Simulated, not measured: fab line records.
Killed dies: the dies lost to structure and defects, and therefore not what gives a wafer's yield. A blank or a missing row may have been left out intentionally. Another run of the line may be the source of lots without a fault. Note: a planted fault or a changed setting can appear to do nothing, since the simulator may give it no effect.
fab line records -- flow sky130
[record] lots = 7, wafers = 21, last-day = 49
route steps=708 shown METAL2@485 PAD_OPEN@708
lots untouched by any fault: they come from a run of this same line in which no faults occurred
start-h: start of the lot's first displayed wafer, in hours after the record's first day -- wait-h: time in hours since the lot's previous step -- " identical to the entry in the row above -- L1.1+2: a row that stands for several wafers -- - no value, or no start was given -- * or withheld: withheld -- < > ~ a bound
route shown NAME@n: a module of which the file shows steps, and the number in the route of the first -- usual: mean/standard deviation of fault-free wafers -- same: alike in all rows -- chamber/n: place in a boat -- sites: readings site by site -- _std_site: the values' standard deviation -- _edge_site: the outer-site mean with the inner-site mean subtracted -- radius-mm: how far each site lies from the wafer's centre -- mask NAME#n: copy n -- behind: tool/chamber where the wafer was last shaped -- hold: why the lot went on hold/how many hours it stayed there/how the hold came to an end -- device: the transistor (n, p or np) that didn't switch -- end of line: the route-end tests of the same wafers -- where a step has no rows: the recipe by itself -- killed: the dies lost at the first sort to structure and to defects; this is not the yield of the wafer -- map: per-die view of a wafer (x killed, . not killed, _ where there is no die)
set.NAME: setting as actually run; set.NAME@STEP: the setting as run at that earlier step -- model.NAME: the simulator's own value behind a step, which no gauge read
lots seen at some steps along the route; tables by step, rows by wafer
services: from which hour (start-h, from the record's first day; less than 0 if before it) a tool's chamber was out of use, for how many hours, and why
[[steps]]
[step SKY_METAL2_SPUTTER_02]
[recipe] material = AlCu, target-thk-nm = 250, power-w = 10600, time-s = 13.3, chamber-pressure-pa = 0.4
[usual] throttle-valve-pct = 30.0/0.78
lot.wafer,tool,chamber,start-h,wait-h,throttle-valve-pct
L499.3,pvd-sputter-02,-,786.09,0.0,31.2
L499.4,pvd-sputter-02,-,786.09,0.0,29.7
L499.6,pvd-sputter-02,-,786.09,0.0,31.6
L504.1,pvd-sputter-01,-,847.88,0.0,28.6
L504.2,pvd-sputter-01,-,847.88,0.0,29.7
L504.3,pvd-sputter-01,-,847.88,0.0,28.8
L506.1,pvd-sputter-04,-,854.21,0.0,28.9
L506.4,pvd-sputter-04,-,854.21,0.0,29.6
L506.6,pvd-sputter-04,-,854.21,0.0,30.1
L507.1,pvd-sputter-02,-,856.01,0.0,29.7
L507.3,pvd-sputter-02,-,856.01,0.0,30.8
L507.5,pvd-sputter-02,-,856.01,0.0,31.4
L517.1,pvd-sputter-01,-,922.49,0.0,30.0
L517.2,pvd-sputter-01,-,922.49,0.0,29.6
L517.3,pvd-sputter-01,-,922.49,0.0,28.8
L518.1,pvd-sputter-02,-,932.80,0.0,29.9
L518.2,pvd-sputter-02,-,932.80,0.0,30.8
L518.4,pvd-sputter-02,-,932.80,0.0,31.2
L519.1,pvd-sputter-04,-,940.90,0.0,28.8
L519.5,pvd-sputter-04,-,940.90,0.0,29.9
L519.6,pvd-sputter-04,-,940.90,0.0,29.8
[step SKY_METAL2_SPUTTER_03]
[recipe] material = Ti, target-thk-nm = 5, power-w = 3000, time-s = 3.3, chamber-pressure-pa = 0.4
[usual] throttle-valve-pct = 30.0/0.78
lot.wafer,tool,chamber,start-h,wait-h,throttle-valve-pct
L499.3,pvd-sputter-02,-,786.11,0.0,31.4
L499.4,pvd-sputter-02,-,786.11,0.0,30.0
L499.6,pvd-sputter-02,-,786.11,0.0,31.2
L504.1,pvd-sputter-01,-,847.90,0.0,29.3
L504.2,pvd-sputter-01,-,847.90,0.0,29.6
L504.3,pvd-sputter-01,-,847.90,0.0,28.8
L506.1,pvd-sputter-04,-,854.24,0.0,28.9
L506.4,pvd-sputter-04,-,854.24,0.0,29.3
L506.6,pvd-sputter-04,-,854.24,0.0,29.9
L507.1,pvd-sputter-02,-,856.04,0.0,29.5
L507.3,pvd-sputter-02,-,856.04,0.0,30.9
L507.5,pvd-sputter-02,-,856.04,0.0,31.1
L517.1,pvd-sputter-01,-,922.51,0.0,30.4
L517.2,pvd-sputter-01,-,922.51,0.0,29.5
L517.3,pvd-sputter-01,-,922.51,0.0,28.9
L518.1,pvd-sputter-02,-,932.82,0.0,29.9
L518.2,pvd-sputter-02,-,932.82,0.0,30.7
L518.4,pvd-sputter-02,-,932.82,0.0,31.4
L519.1,pvd-sputter-04,-,940.93,0.0,28.9
L519.5,pvd-sputter-04,-,940.93,0.0,30.0
L519.6,pvd-sputter-04,-,940.93,0.0,29.1
[step SKY_METAL2_SPUTTER_04]
[recipe] material = TiN, target-thk-nm = 70, power-w = 6500, time-s = 58.3, chamber-pressure-pa = 0.4
[usual] throttle-valve-pct = 30.0/0.76
lot.wafer,tool,chamber,start-h,wait-h,throttle-valve-pct
L499.3,pvd-sputter-02,-,786.13,0.0,31.1
L499.4,pvd-sputter-02,-,786.13,0.0,30.0
L499.6,pvd-sputter-02,-,786.13,0.0,31.3
L504.1,pvd-sputter-01,-,847.92,0.0,29.1
L504.2,pvd-sputter-01,-,847.92,0.0,29.6
L504.3,pvd-sputter-01,-,847.92,0.0,29.1
L506.1,pvd-sputter-04,-,854.25,0.0,29.1
L506.4,pvd-sputter-04,-,854.25,0.0,29.4
L506.6,pvd-sputter-04,-,854.25,0.0,29.7
L507.1,pvd-sputter-02,-,856.06,0.0,29.8
L507.3,pvd-sputter-02,-,856.06,0.0,30.7
L507.5,pvd-sputter-02,-,856.06,0.0,31.3
L517.1,pvd-sputter-01,-,922.53,0.0,30.1
L517.2,pvd-sputter-01,-,922.53,0.0,29.7
L517.3,pvd-sputter-01,-,922.53,0.0,28.9
L518.1,pvd-sputter-02,-,932.84,0.0,30.0
L518.2,pvd-sputter-02,-,932.84,0.0,30.6
L518.4,pvd-sputter-02,-,932.84,0.0,31.2
L519.1,pvd-sputter-04,-,940.95,0.0,29.0
L519.5,pvd-sputter-04,-,940.95,0.0,30.2
L519.6,pvd-sputter-04,-,940.95,0.0,29.1
[step SKY_METAL2_RS_MEAS_05]
[recipe] thk-meas-gauge = four-point-probe, reads = TiN_of_METAL2_SPUTTER_04+Ti_of_METAL2_SPUTTER_03+AlCu_of_METAL2_SPUTTER_02+TiN_of_METAL2_SPUTTER_01+Ti_of_METAL2_SPUTTER_00
[usual] METAL2_ALCU_RS = 0.1270/0.0011
lot.wafer,tool,chamber,start-h,wait-h,METAL2_ALCU_RS[ohm/sq]
L499.3,film-metro-04,-,786.22,0.1,0.1255
L499.4,film-metro-04,-,786.22,0.1,0.1249
L499.6,film-metro-04,-,786.22,0.1,0.1246
L504.1,film-metro-04,-,847.97,0.0,0.1271
L504.2,film-metro-04,-,847.97,0.0,0.1267
L504.3,film-metro-04,-,847.97,0.0,0.1255
L506.1,film-metro-01,-,854.30,0.0,0.1268
L506.4,film-metro-01,-,854.30,0.0,0.1264
L506.6,film-metro-01,-,854.30,0.0,0.1272
L507.1,film-metro-01,-,856.10,0.0,0.1263
L507.3,film-metro-01,-,856.10,0.0,0.1270
L507.5,film-metro-01,-,856.10,0.0,0.1281
L517.1,film-metro-04,-,922.58,0.0,0.1272
L517.2,film-metro-04,-,922.58,0.0,0.1273
L517.3,film-metro-04,-,922.58,0.0,0.1269
L518.1,film-metro-01,-,932.89,0.0,0.1278
L518.2,film-metro-01,-,932.89,0.0,0.1271
L518.4,film-metro-01,-,932.89,0.0,0.1270
L519.1,film-metro-01,-,940.99,0.0,0.1280
L519.5,film-metro-01,-,940.99,0.0,0.1260
L519.6,film-metro-01,-,940.99,0.0,0.1268
[step SKY_METAL2_THK_MEAS_06]
[recipe] thk-meas-gauge = xrf, reads = AlCu_of_METAL2_SPUTTER_02
[usual] METAL2_ALCU_THK = 244.0/2.8
lot.wafer,tool,chamber,start-h,wait-h,METAL2_ALCU_THK[nm]
L499.3,film-metro-04,-,786.32,0.1,246.3
L499.4,film-metro-04,-,786.32,0.1,247.2
L499.6,film-metro-04,-,786.32,0.1,247.5
L504.1,film-metro-04,-,848.09,0.1,241.5
L504.2,film-metro-04,-,848.09,0.1,245.0
L504.3,film-metro-04,-,848.09,0.1,245.4
L506.1,film-metro-01,-,854.42,0.1,246.5
L506.4,film-metro-01,-,854.42,0.1,249.4
L506.6,film-metro-01,-,854.42,0.1,244.8
L507.1,film-metro-01,-,856.22,0.1,245.6
L507.3,film-metro-01,-,856.22,0.1,246.0
L507.5,film-metro-01,-,856.22,0.1,243.1
L517.1,film-metro-04,-,922.70,0.1,241.5
L517.2,film-metro-04,-,922.70,0.1,242.3
L517.3,film-metro-04,-,922.70,0.1,242.1
L518.1,film-metro-01,-,933.01,0.1,242.0
L518.2,film-metro-01,-,933.01,0.1,245.4
L518.4,film-metro-01,-,933.01,0.1,245.0
L519.1,film-metro-01,-,941.11,0.1,246.7
L519.5,film-metro-01,-,941.11,0.1,247.1
L519.6,film-metro-01,-,941.11,0.1,247.9
[step SKY_METAL2_DEHYDRATE_07]
[recipe] temp-c = 200, time-s = 60
[step SKY_METAL2_HMDS_08]
[recipe] prime-time-s = 60, prime-temp-c = 120
[step SKY_METAL2_COAT_09]
[recipe] resist = BARC, temp-c = withheld, time-s = withheld, spin-rpm = 3000, resist-thk-nm = 60
[step SKY_METAL2_COAT_10]
[recipe] resist = KrF-thick, spin-rpm = 3000, resist-thk-nm = 450
[step SKY_METAL2_SOFTBAKE_11]
[recipe] temp-c = 100, time-s = 90, resist = KrF-thick
[step SKY_METAL2_EXPOSE_12]
[recipe] mask-id = MM2, na = 0.8, source-shape = annular, sigma-inner = 0.55, sigma-outer = 0.85, target-cd-nm = 140, dose-mj = 28
[step SKY_METAL2_PEB_13]
[recipe] peb-temp-c = withheld, peb-time-s = withheld, resist = KrF-thick
[step SKY_METAL2_DEVELOP_14]
[recipe] develop-time-s = 60, resist = KrF-thick, dev-temp-c = 21
[usual] developer-temp-C = 21.01/0.1
lot.wafer,tool,chamber,start-h,wait-h,developer-temp-C
L499.3,litho-track-01,0,812,-,20.93
L499.4,litho-track-01,0,812,-,21.13
L499.6,litho-track-01,0,812,-,21.11
L504.1,litho-track-03,0,872,-,21.88
L504.2,litho-track-03,0,872,-,21.84
L504.3,litho-track-03,0,873,-,21.92
L506.1,litho-track-03,0,879,-,21.67
L506.4,litho-track-03,0,879,-,21.74
L506.6,litho-track-03,0,879,-,21.90
L507.1,litho-track-03,0,881,-,22.02
L507.3,litho-track-03,0,882,-,21.85
L507.5,litho-track-03,0,882,-,21.99
L517.1,litho-track-04,0,946,-,21.11
L517.2,litho-track-04,0,946,-,20.91
L517.3,litho-track-04,0,946,-,20.99
L518.1,litho-track-01,0,956,-,20.86
L518.2,litho-track-01,0,956,-,21.18
L518.4,litho-track-01,0,956,-,21.02
L519.1,litho-track-03,0,964,-,21.04
L519.5,litho-track-03,0,965,-,21.03
L519.6,litho-track-03,0,965,-,21.08
[step SKY_METAL2_CD_MEAS_15]
[recipe] target-cd-nm = 140
[usual] cd-nm = 139.9/1.6
lot.wafer,tool,chamber,start-h,wait-h,cd-nm
L499.3,cd-sem-01,-,812.40,-,141.9
L499.4,cd-sem-01,-,812.40,-,140.7
L499.6,cd-sem-01,-,812.40,-,141.5
L504.1,cd-sem-01,-,873.12,-,138.3
L504.2,cd-sem-01,-,873.12,-,138.6
L504.3,cd-sem-01,-,873.12,-,139.1
L506.1,cd-sem-02,-,879.37,-,140.3
L506.4,cd-sem-02,-,879.37,-,138.7
L506.6,cd-sem-02,-,879.37,-,139.7
L507.1,cd-sem-01,-,882.12,-,139.2
L507.3,cd-sem-01,-,882.12,-,139.1
L507.5,cd-sem-01,-,882.12,-,136.3
L517.1,cd-sem-02,-,946.59,-,142.0
L517.2,cd-sem-02,-,946.59,-,142.0
L517.3,cd-sem-02,-,946.59,-,140.3
L518.1,cd-sem-01,-,956.20,-,141.6
L518.2,cd-sem-01,-,956.20,-,139.7
L518.4,cd-sem-01,-,956.20,-,140.5
L519.1,cd-sem-02,-,965.07,-,142.0
L519.5,cd-sem-02,-,965.07,-,140.8
L519.6,cd-sem-02,-,965.07,-,141.1
[step SKY_PAD_OPEN_PROBE_99]
[usual] defect-limited-yield = 82.7/1.9, killed_at_M0_to_M3 = 43/6.8, killed_at_M4_up = 2.9/1.7, killed-at-contacts = 24/5.4, killed-at-front-end = 15/4.8, killed-at-other = 0.3/0.57, killed-dies = 85/9.4, killed-open = 47/7.5, killed-short = 38/5.7, sort_bin_3_pad_short = 0.8/0.37, sort_bin_5_function = 10.2/1.5, sort_bin_6_memory = 6.2/1.1, sort-n-pass = 407/9.4, sort-yield-pct = 82.7/1.9
[same] gross-dies = 492, killed-at-back-side = 0, sort_bin_4_leakage[%] = 0, sort_bin_8_speed[%] = 0
lot.wafer,tool,chamber,start-h,wait-h,defect-limited-yield[%],killed_at_M0_to_M3,killed_at_M4_up,killed-at-contacts,killed-at-front-end,killed-at-other,killed-dies,killed-open,killed-short,sort_bin_3_pad_short[%],sort_bin_5_function[%],sort_bin_6_memory[%],sort-n-pass,sort-yield-pct[%]
L499.3,prober-02,-,1070.44,0.2,83.5,48,3,19,10,1,81,37,44,1.2,8.7,6.5,411,83.5
L499.4,prober-02,-,1070.49,0.2,81.3,43,2,29,18,0,92,47,45,0.8,9.6,8.3,400,81.3
L499.6,prober-02,-,1070.59,0.2,81.5,36,0,37,18,0,91,55,36,1.0,11.8,5.7,401,81.5
L504.1,prober-01,-,1113.81,0.1,82.1,48,3,29,8,0,88,47,41,0.8,11.6,5.5,404,82.1
L504.2,prober-01,-,1113.86,0.1,83.3,43,4,27,8,0,82,43,39,1.2,10.0,5.5,410,83.3
L504.3,prober-01,-,1113.91,0.2,80.7,54,2,22,17,0,95,50,45,1.0,10.6,7.7,397,80.7
L506.1,prober-02,-,1118.07,0.1,83.7,32,3,27,18,0,80,40,40,0.6,10.2,5.5,412,83.7
L506.4,prober-02,-,1118.22,0.2,82.9,48,2,18,16,0,84,53,31,0.6,10.0,6.5,408,82.9
L506.6,prober-02,-,1118.32,0.2,84.1,47,5,13,13,0,78,46,32,0.6,10.0,5.3,414,84.1
L507.1,prober-01,-,1120.67,0.1,83.9,36,4,20,18,1,79,44,35,1.2,10.6,4.3,413,83.9
L507.3,prober-01,-,1120.77,0.2,80.9,62,3,19,10,0,94,54,40,1.0,12.4,5.7,398,80.9
L507.5,prober-01,-,1120.87,0.2,84.3,41,0,21,15,0,77,41,36,0.4,10.4,4.9,415,84.3
L517.1,prober-01,-,1171.36,0.1,86.6,31,1,18,16,0,66,37,29,0.4,8.7,4.3,426,86.6
L517.2,prober-01,-,1171.41,0.1,81.3,36,4,34,18,0,92,47,45,0.8,11.6,6.3,400,81.3
L517.3,prober-01,-,1171.46,0.2,82.5,48,5,16,17,0,86,37,49,0.6,9.1,7.7,406,82.5
L518.1,prober-02,-,1173.22,0.1,84.8,47,2,15,11,0,75,41,34,0.6,8.9,5.7,417,84.8
L518.2,prober-02,-,1173.27,0.1,80.5,49,6,29,12,0,96,53,43,1.2,11.6,6.7,396,80.5
L518.4,prober-02,-,1173.37,0.2,85.0,44,1,21,8,0,74,37,37,0.6,8.7,5.7,418,85.0
L519.1,prober-01,-,1182.07,0.1,80.5,50,2,28,16,0,96,52,44,0.4,11.8,7.3,396,80.5
L519.5,prober-01,-,1182.27,0.2,81.1,48,1,23,21,0,93,56,37,1.4,11.4,6.1,399,81.1
L519.6,prober-01,-,1182.32,0.2,82.9,44,2,24,14,0,84,45,39,0.6,11.6,4.9,408,82.9
// killed by level:class
L499.3 CONTACT:geometric-particle:short=9 VIA1:geometric-particle:open=9 VIA3:geometric-particle:open=9 VIA2:geometric-particle:open=6 METAL1:geometric-particle:short=6 METAL2:geometric-particle:short=6 LOCAL_INTERCONNECT:geometric-particle:short=4 LI_CONTACT:geometric-particle:open=4
L499.4 CONTACT:geometric-particle:open=12 LOCAL_INTERCONNECT:geometric-particle:short=9 VIA1:geometric-particle:short=7 VIA1:geometric-particle:open=7 VIA3:geometric-particle:open=7 FIELD_ISO:geometric-particle:short=5 METAL2:geometric-particle:short=5 VIA2:geometric-particle:open=5
L499.6 CONTACT:geometric-particle:open=15 VIA2:geometric-particle:open=10 LOCAL_INTERCONNECT:geometric-particle:short=9 LI_CONTACT:geometric-particle:open=6 VIA3:geometric-particle:open=6 FIELD_ISO:geometric-particle:open=5 POLY_GATE:geometric-particle:short=5 CONTACT:geometric-particle:short=4
L504.1 VIA2:geometric-particle:open=11 LI_CONTACT:geometric-particle:open=9 VIA1:geometric-particle:open=9 VIA1:geometric-particle:short=8 CONTACT:geometric-particle:short=8 CONTACT:geometric-particle:open=7 METAL1:geometric-particle:short=5 METAL2:geometric-particle:short=5
L504.2 VIA1:geometric-particle:open=13 CONTACT:geometric-particle:open=8 LI_CONTACT:geometric-particle:open=7 LOCAL_INTERCONNECT:geometric-particle:short=6 VIA3:geometric-particle:open=6 VIA1:geometric-particle:short=5 VIA3:geometric-particle:short=5 CONTACT:geometric-particle:short=4
L504.3 VIA3:geometric-particle:open=11 VIA1:geometric-particle:open=10 VIA2:geometric-particle:open=7 METAL1:geometric-particle:short=7 POLY_GATE:geometric-particle:short=6 CONTACT:geometric-particle:open=6 VIA1:geometric-particle:short=6 LI_CONTACT:geometric-particle:open=5
L506.1 CONTACT:geometric-particle:open=8 LOCAL_INTERCONNECT:geometric-particle:short=7 VIA2:geometric-particle:open=7 VIA3:geometric-particle:open=7 FIELD_ISO:geometric-particle:short=6 LI_CONTACT:geometric-particle:open=6 POLY_GATE:geometric-particle:open=5 POLY_GATE:geometric-particle:short=4
L506.4 VIA1:geometric-particle:open=19 LI_CONTACT:geometric-particle:open=7 CONTACT:geometric-particle:open=7 VIA2:geometric-particle:open=7 METAL1:geometric-particle:short=6 VIA2:geometric-particle:short=5 FIELD_ISO:geometric-particle:short=4 POLY_GATE:geometric-particle:open=4
L506.6 VIA1:geometric-particle:open=14 CONTACT:geometric-particle:open=8 METAL1:geometric-particle:short=6 METAL2:geometric-particle:short=5 VIA2:geometric-particle:open=5 VIA1:geometric-particle:short=4 METAL4:geometric-particle:short=4 FIELD_ISO:geometric-particle:open=3
L507.1 CONTACT:geometric-particle:open=8 VIA1:geometric-particle:open=7 VIA2:geometric-particle:open=7 LOCAL_INTERCONNECT:geometric-particle:short=6 FIELD_ISO:geometric-particle:short=5 VIA1:geometric-particle:short=5 POLY_GATE:geometric-particle:short=4 POLY_GATE:geometric-particle:open=4
L507.3 VIA2:geometric-particle:open=14 VIA3:geometric-particle:open=10 VIA1:geometric-particle:open=9 METAL2:geometric-particle:short=7 LI_CONTACT:geometric-particle:open=6 CONTACT:geometric-particle:short=5 CONTACT:geometric-particle:open=5 VIA2:geometric-particle:short=5
L507.5 VIA1:geometric-particle:open=7 VIA3:geometric-particle:open=6 METAL2:geometric-particle:short=6 POLY_GATE:geometric-particle:open=5 LI_CONTACT:geometric-particle:short=5 CONTACT:geometric-particle:open=5 VIA2:geometric-particle:open=5 LI_CONTACT:geometric-particle:open=4
L517.1 CONTACT:geometric-particle:open=7 VIA1:geometric-particle:open=7 VIA2:geometric-particle:open=5 FIELD_ISO:geometric-particle:open=4 LI_CONTACT:geometric-particle:open=4 CONTACT:geometric-particle:short=4 VIA2:geometric-particle:short=4 FIELD_ISO:geometric-particle:short=3
L517.2 CONTACT:geometric-particle:short=10 CONTACT:geometric-particle:open=10 LI_CONTACT:geometric-particle:open=7 VIA1:geometric-particle:open=6 FIELD_ISO:geometric-particle:short=5 FIELD_ISO:geometric-particle:open=5 METAL1:geometric-particle:short=5 VIA3:geometric-particle:open=5
L517.3 METAL2:geometric-particle:short=11 VIA2:geometric-particle:short=8 CONTACT:geometric-particle:open=7 VIA1:geometric-particle:open=6 FIELD_ISO:geometric-particle:short=5 POLY_GATE:geometric-particle:short=4 VIA2:geometric-particle:open=4 LI_CONTACT:geometric-particle:open=4
L518.1 VIA1:geometric-particle:open=17 METAL1:geometric-particle:short=7 LI_CONTACT:geometric-particle:open=6 METAL2:geometric-particle:short=6 VIA2:geometric-particle:open=6 POLY_GATE:geometric-particle:short=5 VIA1:geometric-particle:short=5 CONTACT:geometric-particle:open=4
L518.2 VIA1:geometric-particle:open=13 CONTACT:geometric-particle:open=10 METAL1:geometric-particle:short=10 VIA3:geometric-particle:open=8 VIA2:geometric-particle:open=7 CONTACT:geometric-particle:short=6 LI_CONTACT:geometric-particle:open=5 METAL4:geometric-particle:short=5
L518.4 VIA1:geometric-particle:open=11 CONTACT:geometric-particle:open=7 LI_CONTACT:geometric-particle:open=6 METAL2:geometric-particle:short=6 VIA2:geometric-particle:open=6 VIA2:geometric-particle:short=5 POLY_GATE:geometric-particle:short=4 VIA3:geometric-particle:open=4
L519.1 VIA1:geometric-particle:open=13 METAL1:geometric-particle:short=10 CONTACT:geometric-particle:open=9 FIELD_ISO:geometric-particle:open=8 LOCAL_INTERCONNECT:geometric-particle:short=7 METAL2:geometric-particle:short=7 VIA2:geometric-particle:open=7 LI_CONTACT:geometric-particle:open=4
L519.5 VIA1:geometric-particle:open=11 LI_CONTACT:geometric-particle:open=10 METAL2:geometric-particle:short=8 CONTACT:geometric-particle:open=7 FIELD_ISO:geometric-particle:open=6 VIA3:geometric-particle:short=6 POLY_GATE:geometric-particle:open=6 METAL1:geometric-particle:short=6
L519.6 VIA1:geometric-particle:open=11 CONTACT:geometric-particle:open=10 VIA1:geometric-particle:short=6 METAL2:geometric-particle:short=5 CONTACT:geometric-particle:short=5 VIA3:geometric-particle:open=5 POLY_GATE:geometric-particle:short=4 LI_CONTACT:geometric-particle:open=4
[[services]]
tool,chamber,start-h,hours,kind
pvd-sputter-02,-,857.42,0.7,repair
pvd-sputter-04,-,869.55,6.5,repair
pvd-sputter-01,-,876.32,5.7,repair
pvd-sputter-02,-,913.96,2.0,repair
pvd-sputter-04,-,931.35,1.4,repair
[[key]]
[first-sign] step = SKY_METAL2_DEVELOP_14, reading = developer-temp-C, direction = up, sigmas = 8.2, usual = *, struck = *
effect none on later readings
met-at SKY_METAL2_DEVELOP_14
struck-wafers L504.1,L504.2,L504.3,L506.1,L506.4,L506.6,L507.1,L507.3,L507.5
[fault] kind = process-parameter-drift, tool = litho-track-03, chamber = -, onset-h = 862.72, steps = SKY_METAL2_DEVELOP_14, channel = dev-temp-c, offset = *, shape = step, end-h = 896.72, acts-in = *, stated = *
